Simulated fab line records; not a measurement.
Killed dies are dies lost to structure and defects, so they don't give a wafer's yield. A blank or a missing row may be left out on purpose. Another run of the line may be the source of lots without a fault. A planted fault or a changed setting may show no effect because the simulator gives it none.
The tool behind it: which one? | flow sky130 | 31 wafers from 11 lots sampled at 5 of the route's 708 steps

## WHAT THE GAUGES SHOWED, per wafer
SKY_VIA1_RS_MEAS_22: uses a four-point probe to measure.
lot  | measured     | on            | VIA1_W_RS (ohm/sq)
L317 | day 34 14:54 | film-metro-04 | 0.426 0.435 0.431
L319 | day 35 12:22 | film-metro-02 | 0.426 0.424 0.425
L320 | day 35 16:48 | film-metro-03 | 0.465 0.432 0.431
L324 | day 36 19:56 | film-metro-04 | 0.472 0.423
L325 | day 37 03:21 | film-metro-04 | 0.471 0.431
L330 | day 38 22:31 | film-metro-02 | 0.434 0.434 0.437
L333 | day 39 15:19 | film-metro-03 | 0.425 0.429 0.425
L334 | day 39 17:40 | film-metro-02 | 0.426 0.433 0.427
L335 | day 39 23:25 | film-metro-04 | 0.428 0.425 0.425
L336 | day 40 08:43 | film-metro-04 | 0.425 0.425 0.424
L337 | day 40 16:26 | film-metro-03 | 0.414 0.423 0.415

## TOOL THAT RAN EACH LOT (tool first, then ch and the chambers of the sampled wafers, then the start)
lot  | SKY_CONTACT_SPUTTER_23       | SKY_METAL1_STRIP_20                  | SKY_VIA1_ETCH_14                   | SKY_VIA1_CVD_21
L317 | pvd-sputter-02, day 32 07:58 | plasma-asher-02 ch 0,1, day 33 11:29 | rie-diel-02 ch 0,2,3, day 34 14:04 | cvd-w-01 ch 0,1, day 34 14:49
L319 | pvd-sputter-04, day 33 03:53 | plasma-asher-02 ch 0,1, day 34 06:52 | rie-diel-03 ch 0,1,2, day 35 11:29 | cvd-w-01 ch 0,1, day 35 12:17
L320 | pvd-sputter-04, day 33 08:04 | plasma-asher-03 ch 0,1, day 34 11:22 | rie-diel-03 ch 0,1,2, day 35 15:37 | cvd-w-01 ch 0,1, day 35 16:43
L324 | pvd-sputter-02, day 34 10:44 | plasma-asher-01 ch 0, day 35 14:44   | rie-diel-03 ch 1,3, day 36 19:04   | cvd-w-01 ch 0, day 36 19:51
L325 | pvd-sputter-04, day 34 18:34 | plasma-asher-02 ch 1, day 35 22:10   | rie-diel-02 ch 1,3, day 37 02:28   | cvd-w-01 ch 0,1, day 37 03:15
L330 | pvd-sputter-03, day 36 16:17 | plasma-asher-02 ch 0, day 37 18:55   | rie-diel-02 ch 2,3, day 38 21:34   | cvd-w-02 ch 0,1, day 38 22:25
L333 | pvd-sputter-03, day 37 09:40 | plasma-asher-02 ch 0,1, day 38 12:16 | rie-diel-02 ch 0,3, day 39 14:29   | cvd-w-02 ch 0,1, day 39 15:13
L334 | pvd-sputter-02, day 37 12:49 | plasma-asher-03 ch 0,1, day 38 15:24 | rie-diel-03 ch 2,3, day 39 16:50   | cvd-w-01 ch 0,1, day 39 17:34
L335 | pvd-sputter-04, day 37 18:47 | plasma-asher-02 ch 0,1, day 38 20:31 | rie-diel-03 ch 0,2,3, day 39 22:34 | cvd-w-01 ch 0,1, day 39 23:19
L336 | pvd-sputter-02, day 38 02:58 | plasma-asher-01 ch 0,1, day 39 05:51 | rie-diel-03 ch 0,2,3, day 40 07:49 | cvd-w-01 ch 0,1, day 40 08:36
L337 | pvd-sputter-03, day 38 11:40 | plasma-asher-01 ch 0,1, day 39 13:44 | rie-diel-02 ch 0,2, day 40 15:34   | cvd-w-01 ch 0,1, day 40 16:20
- SKY_CONTACT_SPUTTER_23: material TiN, target thk 20 nm, time 80 s.
- SKY_METAL1_STRIP_20: strips in O2/N2.
- SKY_VIA1_ETCH_14: etches BARC in N2/H2, stops on SiO2, time 45.9 s, target depth 60 nm.
- SKY_VIA1_CVD_21: deposits W, target thk 270 nm, time 80.902 s.

## THE ANSWER, worked out from the rows above alone
Rule: the lots themselves supply what counts as usual. The widest of any qualifying gaps counts: lots, ordered by their means at a reading, are off when they make up no more than a third of the lots, leave a main group of 4 or more, and stand apart from it by 3 or more times the standard deviation of that group's means. Not used: any main group whose means are identical at the precision the tables above print for the reading. Also off: a lot with no number at a reading for which 4 or more lots have one. All remaining lots with rows at the step are treated as sound.
No lot is off on any of the readings shown, so nothing can be concluded from this.

## WHAT HAD BEEN PUT IN BY THE SIMULATOR
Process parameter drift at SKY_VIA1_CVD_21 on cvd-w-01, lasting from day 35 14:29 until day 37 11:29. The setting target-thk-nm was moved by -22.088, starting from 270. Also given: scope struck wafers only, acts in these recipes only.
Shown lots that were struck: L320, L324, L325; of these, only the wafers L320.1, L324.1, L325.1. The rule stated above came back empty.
